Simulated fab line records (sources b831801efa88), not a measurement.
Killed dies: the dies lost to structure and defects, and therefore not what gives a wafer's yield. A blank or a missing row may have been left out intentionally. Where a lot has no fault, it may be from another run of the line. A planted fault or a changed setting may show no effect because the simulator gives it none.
fab line records -- flow sky130
[record] lots = 5, wafers = 15, last_day = 50
route steps=708 shown SD_P@324 RES_XHIGH@332 SD_N@342 PAD_OPEN@708
lots with no fault: from the same line, run without faults
start_h: hours from the record's opening day to when the first of the lot's shown wafers began -- wait_h: how many hours have passed since the lot's step before this one -- " unchanged from the row above -- L1.1+2: a single row standing in for several wafers -- - no value, or no start given -- * or withheld: withheld -- < > ~ a bound
route shown NAME@n: names a module that has steps shown in the file, with the first one's number in the route -- usual: mean/standard deviation of fault-free wafers -- same: alike in all rows -- chamber/n: place in a boat -- sites: the reading at each site -- _std_site: their standard deviation -- _edge_site: the outer-site mean with the inner-site mean subtracted -- radius_mm: how far each site lies from the wafer's centre -- mask NAME#n: copy n -- behind: tool/chamber where the wafer was last shaped -- hold: cause of the lot's hold/its duration in hours/its outcome -- device: the transistor (n, p or np) that didn't switch -- end of line: tests run on the same wafers once the route is complete -- a step given without rows: its recipe and nothing more -- killed: at the first sort, the dies lost to defects and structure; wafer yield is something else -- map: the dies of a wafer, with x for killed, . for not killed, _ for no die there
set.NAME: the setting that was run; set.NAME@STEP: the one run at that earlier step -- model.NAME: the simulator's own value behind a step, which no gauge read
a table for each step, a row for each wafer; lots at some steps of the route
services: a tool's chamber out of use, with start hour (start_h, from the record's first day; less than 0 if before it), hours out, and reason
[[steps]]
[step SKY_SD_P_EXPOSE_04]
[recipe] mask_id = PSDM, na = 0.6, source_shape = conventional, sigma_outer = 0.6, polarization = unpolarized, target_cd_nm = 380, dose_mj = 138
[step SKY_SD_P_PEB_05]
[recipe] temp_c = withheld, time_s = *, resist = NOVOLAK
[step SKY_SD_P_DEVELOP_06]
[recipe] resist = NOVOLAK, developer = TMAH, develop_time_s = 60, dev_temp_c = 23
[step SKY_SD_P_CD_MEAS_07]
[recipe] target_cd_nm = 380
[usual] cd_nm = 379.9/2.6
lot.wafer,tool,chamber,start_h,wait_h,cd_nm
L527.1,cd_sem-01,-,593.72,0.1,377.3
L527.4,cd_sem-01,-,593.72,0.1,379.4
L527.6,cd_sem-01,-,593.72,0.1,380.4
L535.1,cd_sem-01,-,666.40,0.1,381.7
L535.2,cd_sem-01,-,666.40,0.1,381.8
L535.3,cd_sem-01,-,666.40,0.1,382.6
L545.1,cd_sem-01,-,735.57,0.1,381.3
L545.3,cd_sem-01,-,735.57,0.1,380.9
L545.4,cd_sem-01,-,735.57,0.1,378.6
L547.2,cd_sem-02,-,754.09,0.1,377.0
L547.3,cd_sem-02,-,754.09,0.1,378.8
L547.5,cd_sem-02,-,754.09,0.1,377.0
L548.1,cd_sem-02,-,760.79,0.1,380.8
L548.4,cd_sem-02,-,760.79,0.1,382.0
L548.5,cd_sem-02,-,760.79,0.1,380.2
[step SKY_SD_P_OVL_MEAS_08]
[usual] SD_P_OVL = -0.2/1.4
lot.wafer,tool,chamber,start_h,wait_h,SD_P_OVL[nm]
L527.1,overlay-01,-,593.84,0.1,1.9
L527.4,overlay-01,-,593.84,0.1,0.9
L527.6,overlay-01,-,593.84,0.1,0.3
L535.1,overlay-02,-,666.52,0.1,-0.2
L535.2,overlay-02,-,666.52,0.1,0.2
L535.3,overlay-02,-,666.52,0.1,0.6
L545.1,overlay-02,-,735.69,0.1,0.9
L545.3,overlay-02,-,735.69,0.1,-1.2
L545.4,overlay-02,-,735.69,0.1,0.8
L547.2,overlay-02,-,754.19,0.1,-0.8
L547.3,overlay-02,-,754.19,0.1,-1.0
L547.5,overlay-02,-,754.19,0.1,-0.2
L548.1,overlay-02,-,760.91,0.1,-0.6
L548.4,overlay-02,-,760.91,0.1,1.2
L548.5,overlay-02,-,760.91,0.1,-1.2
[step SKY_SD_P_IMPLANT_09]
[recipe] species = BF2, energy_kev = 20, dose_cm2 = 3e+15, tilt_deg = 0
[step SKY_SD_P_STRIP_10]
[recipe] chemistry = O2/N2, power_w = 1400, pressure_mtorr = 1500, platen_temp_c = withheld, o2_flow_sccm = 3000, n2_flow_sccm = 300, overash_fraction = 0.5
[usual] drypump_motor_current_A = 5.59/0.28, o2_flow_sccm = 3001/8.9, oes_product_au = 0.617/0.0047, strip_time_to_endpoint_s = 17.48/0.035
lot.wafer,tool,chamber,start_h,wait_h,drypump_motor_current_A,o2_flow_sccm,oes_product_au,rf_hours_counter_h,strip_time_to_endpoint_s
L527.1,plasma_asher-03,0,594.02,0.1,5.98,2991,0.611,15,17.42
L527.4,plasma_asher-03,1,594.02,0.1,5.52,3004,0.617,-,17.47
L527.6,plasma_asher-03,0,594.02,0.1,6.01,3006,0.623,-,17.44
L535.1,plasma_asher-04,0,666.70,0.1,5.67,3007,0.617,82,17.52
L535.2,plasma_asher-04,1,666.70,0.1,5.02,3001,0.621,82,17.52
L535.3,plasma_asher-04,1,666.70,0.1,5.05,3000,0.616,-,17.54
L545.1,plasma_asher-01,1,735.87,0.1,5.47,3017,0.617,63,17.54
L545.3,plasma_asher-01,0,735.87,0.1,5.43,3003,0.618,-,17.51
L545.4,plasma_asher-01,1,735.87,0.1,5.49,3014,0.615,-,17.52
L547.2,plasma_asher-03,0,754.37,0.1,6.03,3011,0.615,31,17.50
L547.3,plasma_asher-03,1,754.37,0.1,5.54,3001,0.610,-,17.47
L547.5,plasma_asher-03,0,754.37,0.1,6.04,3012,0.625,-,17.48
L548.1,plasma_asher-03,1,761.10,0.1,5.58,3010,0.617,32,17.53
L548.4,plasma_asher-03,1,761.10,0.1,5.60,3006,0.625,-,17.52
L548.5,plasma_asher-03,0,761.10,0.1,6.01,2999,0.611,-,17.50
[step SKY_SD_P_TW_MEAS_11]
[usual] SD_P_TW = 2822/21
lot.wafer,tool,chamber,start_h,wait_h,SD_P_TW
L527.1,film_metro-01,-,594.12,0.1,2839
L527.4,film_metro-01,-,594.12,0.1,2833
L527.6,film_metro-01,-,594.12,0.1,2857
L535.1,film_metro-02,-,666.80,0.1,2826
L535.2,film_metro-02,-,666.80,0.1,2809
L535.3,film_metro-02,-,666.80,0.1,2817
L545.1,film_metro-01,-,735.97,0.1,2830
L545.3,film_metro-01,-,735.97,0.1,2824
L545.4,film_metro-01,-,735.97,0.1,2824
L547.2,film_metro-01,-,754.50,0.1,2827
L547.3,film_metro-01,-,754.50,0.1,2842
L547.5,film_metro-01,-,754.50,0.1,2826
L548.1,film_metro-01,-,761.20,0.1,2838
L548.4,film_metro-01,-,761.20,0.1,2822
L548.5,film_metro-01,-,761.20,0.1,2839
[step SKY_RES_XHIGH_DEHYDRATE_00]
[recipe] temp_c = 200, time_s = 60
[step SKY_RES_XHIGH_HMDS_01]
[recipe] prime_time_s = 60, prime_temp_c = 120
[step SKY_RES_XHIGH_COAT_02]
[recipe] resist = NOVOLAK, spin_rpm = 3000, resist_thk_nm = 1140
[step SKY_RES_XHIGH_SOFTBAKE_03]
[recipe] temp_c = 90, time_s = 60, resist = NOVOLAK
[step SKY_RES_XHIGH_EXPOSE_04]
[recipe] mask_id = URPM, na = 0.6, source_shape = conventional, sigma_outer = 0.6, polarization = unpolarized, target_cd_nm = 1270, dose_mj = 140
lot.wafer,tool,chamber,start_h,wait_h,mask
L527.1+4+6,iline_stepper-01,0,608.99,-,URPM#0
L535.1+2+3,iline_stepper-02,0,681.10,-,LDNTM#0
L545.1+3+4,iline_stepper-01,0,748.52,-,URPM#0
L547.2+3+5,iline_stepper-01,0,767.97,-,URPM#0
L548.1+4+5,iline_stepper-02,0,775.02,-,URPM#0
[step SKY_RES_XHIGH_PEB_05]
[recipe] temp_c = withheld, time_s = *, resist = NOVOLAK
[step SKY_RES_XHIGH_DEVELOP_06]
[recipe] resist = NOVOLAK, developer = TMAH, develop_time_s = 60, dev_temp_c = 23
[step SKY_RES_XHIGH_IMPLANT_07]
[recipe] species = BF2, energy_kev = 20, dose_cm2 = 3.552e+14, tilt_deg = 0
[step SKY_RES_XHIGH_STRIP_08]
[recipe] chemistry = O2/N2, power_w = 1400, pressure_mtorr = 1500, platen_temp_c = withheld, o2_flow_sccm = 3000, n2_flow_sccm = 300, overash_fraction = 0.5
[usual] drypump_motor_current_A = 5.5/0.47, o2_flow_sccm = 3000/9.2, oes_product_au = 0.711/0.0045, strip_time_to_endpoint_s = 14.25/0.037
lot.wafer,tool,chamber,start_h,wait_h,drypump_motor_current_A,o2_flow_sccm,oes_product_au,rf_hours_counter_h,strip_time_to_endpoint_s
L527.1,plasma_asher-03,0,622.30,0.1,6.0,2997,0.713,18,14.22
L527.4,plasma_asher-03,0,622.30,0.1,6.0,3002,0.712,-,14.19
L527.6,plasma_asher-03,0,622.30,0.1,6.0,3011,0.713,-,14.27
L535.1,plasma_asher-04,0,695.10,0.1,5.6,2999,0.708,85,14.29
L535.2,plasma_asher-04,1,695.10,0.1,5.1,2991,0.706,85,14.26
L535.3,plasma_asher-04,0,695.10,0.1,5.6,2998,0.711,-,14.23
L545.1,plasma_asher-02,1,761.64,0.1,4.7,2993,0.710,2,14.25
L545.3,plasma_asher-02,0,761.64,0.1,5.8,2989,0.709,-,14.30
L545.4,plasma_asher-02,1,761.64,0.1,4.7,3017,0.710,-,14.25
L547.2,plasma_asher-03,1,780.92,0.1,5.6,2996,0.704,34,14.18
L547.3,plasma_asher-03,0,780.92,0.1,6.0,3011,0.715,-,14.21
L547.5,plasma_asher-03,0,780.92,0.1,6.0,3004,0.722,-,14.21
L548.1,plasma_asher-02,1,788.35,0.1,4.7,2998,0.718,4,14.25
L548.4,plasma_asher-02,0,788.35,0.1,5.8,3007,0.721,-,14.25
L548.5,plasma_asher-02,1,788.35,0.1,4.7,3007,0.703,-,14.28
[step SKY_RES_XHIGH_TW_MEAS_09]
[usual] RES_XHIGH_TW = 1626/13
lot.wafer,tool,chamber,start_h,wait_h,RES_XHIGH_TW
L527.1,film_metro-01,-,622.40,0.1,1629
L527.4,film_metro-01,-,622.40,0.1,1641
L527.6,film_metro-01,-,622.40,0.1,1620
L535.1,film_metro-03,-,695.20,0.1,30
L535.2,film_metro-03,-,695.20,0.1,30
L535.3,film_metro-03,-,695.20,0.1,30
L545.1,film_metro-03,-,761.74,0.1,1611
L545.3,film_metro-03,-,761.74,0.1,1621
L545.4,film_metro-03,-,761.74,0.1,1616
L547.2,film_metro-01,-,781.03,0.1,1630
L547.3,film_metro-01,-,781.03,0.1,1636
L547.5,film_metro-01,-,781.03,0.1,1635
L548.1,film_metro-03,-,788.45,0.1,1614
L548.4,film_metro-03,-,788.45,0.1,1604
L548.5,film_metro-03,-,788.45,0.1,1611
[step SKY_SD_N_DEHYDRATE_00]
[recipe] temp_c = 200, time_s = 60
[step SKY_PAD_OPEN_PROBE_99]
[usual] killed_at_M0_to_M3 = 44/7.1, killed_at_M4_up = 3.1/1.9, killed_at_contacts = 25/5.8, killed_at_front_end = 16/4.5, killed_at_other = 0.3/0.52, killed_dies = 88/9.1, killed_on_rim = 17/4, killed_open = 48/6.8, killed_short = 39/5.8
[same] gross_dies = 492, killed_at_back_side = 0
lot.wafer,tool,chamber,start_h,wait_h,killed_at_M0_to_M3,killed_at_M4_up,killed_at_contacts,killed_at_front_end,killed_at_other,killed_dies,killed_on_rim,killed_open,killed_short,model.etest.sonos_uncharged.r_on_ohm_um,model.etest.tip_sonos.open,model.etest.res_xhigh_po.open
L527.1,prober-02,-,1080.06,0.1,49,5,28,19,0,101,24,55,46,814,0,0
L527.4,prober-02,-,1080.21,0.2,47,2,32,17,1,99,20,56,43,796.4,0,0
L527.6,prober-02,-,1080.31,0.2,43,5,22,22,1,93,27,51,42,820,0,0
L535.1,prober-01,-,1137.02,0.1,58,8,32,13,381,492,96,54,57,885.4,1,1
L535.2,prober-01,-,1137.07,0.1,59,4,26,14,389,492,96,51,50,893.6,1,1
L535.3,prober-01,-,1137.12,0.2,44,8,18,7,415,492,96,41,35,892.6,1,1
L545.1,prober-02,-,1178.16,0.1,43,2,17,14,0,76,18,42,34,799.4,0,0
L545.3,prober-02,-,1178.26,0.2,42,3,24,9,0,78,10,48,30,809.5,0,0
L545.4,prober-02,-,1178.31,0.2,49,4,26,22,0,101,18,59,42,815.1,0,0
L547.2,prober-02,-,1191.66,0.1,57,4,38,10,0,109,25,59,50,802.6,0,0
L547.3,prober-02,-,1191.71,0.2,47,4,28,15,0,94,23,51,42,814.8,0,0
L547.5,prober-02,-,1191.81,0.2,50,5,24,8,0,87,15,49,37,808.2,0,0
L548.1,prober-01,-,1196.02,0.1,45,2,25,21,0,93,16,42,51,815.9,0,0
L548.4,prober-01,-,1196.17,0.2,38,3,41,16,0,98,21,65,32,834.7,0,0
L548.5,prober-01,-,1196.22,0.2,50,3,30,19,0,102,18,51,51,815.3,0,0
// killed by level:class
L527.1 VIA1:geometric_particle:open=14 METAL2:geometric_particle:short=11 VIA2:geometric_particle:open=10 LOCAL_INTERCONNECT:geometric_particle:short=7 CONTACT:geometric_particle:short=7 POLY_GATE:geometric_particle:short=6 LI_CONTACT:geometric_particle:open=6 FIELD_ISO:geometric_particle:open=5
L527.4 CONTACT:geometric_particle:open=12 VIA1:geometric_particle:open=11 METAL2:geometric_particle:short=7 LI_CONTACT:geometric_particle:open=7 METAL1:geometric_particle:short=7 VIA3:geometric_particle:open=7 POLY_GATE:geometric_particle:open=6 POLY_GATE:geometric_particle:short=5
L527.6 VIA1:geometric_particle:open=11 CONTACT:geometric_particle:open=9 POLY_GATE:geometric_particle:open=7 LI_CONTACT:geometric_particle:open=7 FIELD_ISO:geometric_particle:short=6 METAL2:geometric_particle:short=6 VIA3:geometric_particle:open=6 METAL1:geometric_particle:short=5
L535.1 RES_XHIGH:area_expose=381 CONTACT:geometric_particle:open=15 METAL1:geometric_particle:short=10 VIA1:geometric_particle:open=9 METAL2:geometric_particle:short=8 CONTACT:geometric_particle:short=8 VIA2:geometric_particle:open=8 METAL4:geometric_particle:short=6
L535.2 RES_XHIGH:area_expose=389 VIA1:geometric_particle:open=15 CONTACT:geometric_particle:open=8 METAL3:geometric_particle:short=8 METAL2:geometric_particle:short=7 VIA3:geometric_particle:open=6 LOCAL_INTERCONNECT:geometric_particle:short=6 METAL1:geometric_particle:short=6
L535.3 RES_XHIGH:area_expose=415 VIA1:geometric_particle:open=10 VIA2:geometric_particle:open=8 VIA3:geometric_particle:open=7 METAL1:geometric_particle:short=5 METAL4:geometric_particle:short=5 LOCAL_INTERCONNECT:geometric_particle:short=4 LI_CONTACT:geometric_particle:open=4
L545.1 CONTACT:geometric_particle:open=8 METAL1:geometric_particle:short=8 VIA1:geometric_particle:open=7 VIA3:geometric_particle:open=7 METAL2:geometric_particle:short=6 CONTACT:geometric_particle:short=5 VIA2:geometric_particle:open=5 FIELD_ISO:geometric_particle:short=4
L545.3 CONTACT:geometric_particle:open=11 VIA1:geometric_particle:open=8 VIA2:geometric_particle:open=8 LI_CONTACT:geometric_particle:open=6 LI_CONTACT:geometric_particle:short=5 METAL1:geometric_particle:short=5 VIA3:geometric_particle:open=4 METAL1:geometric_particle:open=3
L545.4 CONTACT:geometric_particle:open=9 LI_CONTACT:geometric_particle:open=8 VIA1:geometric_particle:open=7 VIA3:geometric_particle:open=7 VIA2:geometric_particle:open=6 FIELD_ISO:geometric_particle:short=5 POLY_GATE:geometric_particle:open=5 METAL1:geometric_particle:short=5
L547.2 VIA1:geometric_particle:open=15 CONTACT:geometric_particle:open=12 LI_CONTACT:geometric_particle:open=8 VIA1:geometric_particle:short=8 LOCAL_INTERCONNECT:geometric_particle:short=7 VIA3:geometric_particle:open=6 VIA3:geometric_particle:short=6 CONTACT:geometric_particle:short=6
L547.3 LI_CONTACT:geometric_particle:open=11 CONTACT:geometric_particle:open=9 METAL1:geometric_particle:short=8 VIA2:geometric_particle:open=7 METAL2:geometric_particle:short=6 VIA3:geometric_particle:open=6 CONTACT:geometric_particle:short=5 VIA1:geometric_particle:short=5
L547.5 VIA1:geometric_particle:open=11 LI_CONTACT:geometric_particle:open=9 VIA1:geometric_particle:short=9 VIA3:geometric_particle:open=8 VIA2:geometric_particle:open=6 CONTACT:geometric_particle:open=6 CONTACT:geometric_particle:short=5 METAL1:geometric_particle:short=5
L548.1 VIA1:geometric_particle:open=10 METAL1:geometric_particle:short=8 FIELD_ISO:geometric_particle:open=7 FIELD_ISO:geometric_particle:short=6 CONTACT:geometric_particle:open=6 LI_CONTACT:geometric_particle:open=5 LI_CONTACT:geometric_particle:short=5 LOCAL_INTERCONNECT:geometric_particle:short=5
L548.4 CONTACT:geometric_particle:open=17 VIA1:geometric_particle:open=12 LI_CONTACT:geometric_particle:open=11 CONTACT:geometric_particle:short=7 POLY_GATE:geometric_particle:open=6 LOCAL_INTERCONNECT:geometric_particle:short=5 METAL2:geometric_particle:short=5 VIA3:geometric_particle:open=5
L548.5 VIA1:geometric_particle:open=14 METAL2:geometric_particle:short=9 CONTACT:geometric_particle:open=8 FIELD_ISO:geometric_particle:short=6 LI_CONTACT:geometric_particle:short=6 LI_CONTACT:geometric_particle:open=6 LOCAL_INTERCONNECT:geometric_particle:short=6 VIA1:geometric_particle:short=5
// map L535.1 (x killed, . not)
__________xxxxxxxxxx_________
________xxxxxxxxxxxxxx_______
______xxxxxxxxxxxxxxxxxx_____
_____xxxxxxxxxxxxxxxxxxxx____
____xxxxxxxxxxxxxxxxxxxxxx___
___xxxxxxxxxxxxxxxxxxxxxxxx__
__xxxxxxxxxxxxxxxxxxxxxxxxxx_
_xxxxxxxxxxxxxxxxxxxxxxxxxxxx
_xxxxxxxxxxxxxxxxxxxxxxxxxxxx
_xxxxxxxxxxxxxxxxxxxxxxxxxxxx
_xxxxxxxxxxxxxxxxxxxxxxxxxxxx
_xxxxxxxxxxxxxxxxxxxxxxxxxxxx
_xxxxxxxxxxxxxxxxxxxxxxxxxxxx
_xxxxxxxxxxxxxxxxxxxxxxxxxxxx
_xxxxxxxxxxxxxxxxxxxxxxxxxxxx
__xxxxxxxxxxxxxxxxxxxxxxxxxx_
___xxxxxxxxxxxxxxxxxxxxxxxx__
____xxxxxxxxxxxxxxxxxxxxxx___
_____xxxxxxxxxxxxxxxxxxxx____
______xxxxxxxxxxxxxxxxxx_____
________xxxxxxxxxxxxxx_______
__________xxxxxxxxxx_________
// map L548.5 (x killed, . not)
__________........x._________
________x..xx...xx.x.._______
______.x..x...x.......x._____
_____.x.x.......x...x..x.____
____..x..........x....x...___
___.x....x.xx..x.....x....x__
__......xx..x.....x...x....._
_...........x...xx....x......
_....x....xx...x..xx..x.xx...
_x.xxxx......x.......xx.xx.x.
_x...x.......................
_...x....xx...........x.....x
_..x.......x........x........
_x....xx.x.........x........x
_...x...x..........x...x.....
__......x..x..x.......xx...x_
___....x......x.x....x.x...__
____...x.x.x..xx..........___
_____.......x..x.....x...____
______xx.....x..x.x....._____
________...x......x..._______
__________x........._________
[[services]]
tool,chamber,start_h,hours,kind
iline_stepper-01,-,593.07,1.7,pm
plasma_asher-04,-,597.72,28.1,pm
plasma_asher-03,-,624.44,0.9,repair
plasma_asher-04,-,633.35,1.0,repair
plasma_asher-04,-,639.15,8.6,repair
iline_stepper-02,-,641.54,1.7,pm
plasma_asher-03,-,641.94,2.8,pm
iline_stepper-01,-,670.12,1.5,repair
iline_stepper-01,0,679.68,-,calibration
plasma_asher-04,-,710.25,3.0,repair
plasma_asher-02,-,733.75,9.0,pm
plasma_asher-02,0,733.75,9.0,vent_cycle
plasma_asher-02,1,733.75,9.0,vent_cycle
plasma_asher-01,-,738.37,2.1,repair
iline_stepper-02,-,739.40,2.3,repair
plasma_asher-02,0,742.75,-,clean
plasma_asher-02,1,742.75,-,clean
iline_stepper-01,-,753.20,0.7,repair
iline_stepper-01,-,754.71,4.3,pm
iline_stepper-01,-,760.82,1.0,repair
plasma_asher-01,-,761.39,0.6,repair
iline_stepper-02,0,763.68,-,calibration
[[key]]
[first_sign] step = SKY_RES_XHIGH_EXPOSE_04, reading = mask, direction = changed
[effect] step = SKY_RES_XHIGH_TW_MEAS_09, reading = RES_XHIGH_TW, direction = down, sigmas = 99+, usual = 1626, struck = 30
[effect] step = SKY_PAD_OPEN_PROBE_99, reading = killed_at_other, direction = up, sigmas = 99+, usual = 0.3, struck = 395
[model_effect] step = SKY_PAD_OPEN_PROBE_99, value = etest.sonos_uncharged.r_on_ohm_um, without = 809, struck = 890.5
[more_kills_born_at] SKY_RES_XHIGH_EXPOSE_04@iline_stepper-02 = 1185
met_at SKY_RES_XHIGH_EXPOSE_04
struck_wafers L535.1,L535.2,L535.3
tester_left_out L535
[fault] kind = wrong_mask, tool = any, chamber = -, onset_h = 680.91, steps = SKY_RES_XHIGH_EXPOSE_04, aux_copy = LDNTM#0, scope = struck_lots_only
// tester_left_out: of these lots the tester's yield and bins aren't shown, on N5 and GAA mostly nor the transistor test; their killed dies are dies lost to structure and defects alone, not to doping, threshold or leakage, so they don't give the yield
